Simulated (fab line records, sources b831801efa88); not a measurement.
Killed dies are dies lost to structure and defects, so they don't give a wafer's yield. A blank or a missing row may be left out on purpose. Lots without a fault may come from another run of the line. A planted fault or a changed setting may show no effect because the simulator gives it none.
Chamber matching | flow gf180mcu | GF_V2_CVD_02 on pecvd-02: 3 sister chambers
The step deposits SiO2 from TEOS, target thk 850 nm, time 94.851 s. 3 wafers are shown with their chamber, then 11 later ones without.

WAFERS WITH THEIR CHAMBER
wafer  | chamber | heater_power_w (W)
L087.1 | 2       | 702
L087.3 | 1       | 766
L090.1 | 0       | 646

WAFERS WITHOUT THEIR CHAMBER
wafer  | heater_power_w (W)
L090.2 | 777
L090.3 | 547
L090.4 | 619
L090.5 | 762
L090.6 | 519
L092.1 | 618
L092.2 | 618
L092.5 | 705
L095.1 | 711
L095.3 | 566
L095.5 | 624

WHICH CHAMBER EACH WENT THROUGH
wafer  | from the rows above          | in truth
L090.2 | can't be placed: 1 or 2      | 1
L090.3 | can't be placed: 0 or 2      | 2
L090.4 | can't be placed: 0 or 2      | 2
L090.5 | can't be placed: 1 or 2 or 0 | 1
L090.6 | can't be placed: 0 or 2      | 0
L092.1 | can't be placed: 0 or 2      | 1
L092.2 | can't be placed: 0 or 2      | 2
L092.5 | can't be placed: 2 or 0 or 1 | 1
L095.1 | can't be placed: 2 or 1 or 0 | 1
L095.3 | can't be placed: 0 or 2      | 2
L095.5 | can't be placed: 0 or 2      | 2
Placed correctly: 0 of 11. Can't be placed from these rows: 11 (the true chamber is among the candidates in 10). Placed wrongly: 0.
How it was worked out, from the rows above alone: a wafer's distance from a chamber is the root of the sum, over the readings, of the square of ((its reading less the chamber's mean) divided by the reading's scatter). The wafer belongs to the nearest chamber; if the next one is less than 2 further off, it can't be placed. A chamber's mean is the mean of its shown wafers. The scatter: with one shown wafer a chamber, the root of the mean of the squares of how far each hidden wafer lies from its nearest shown one.
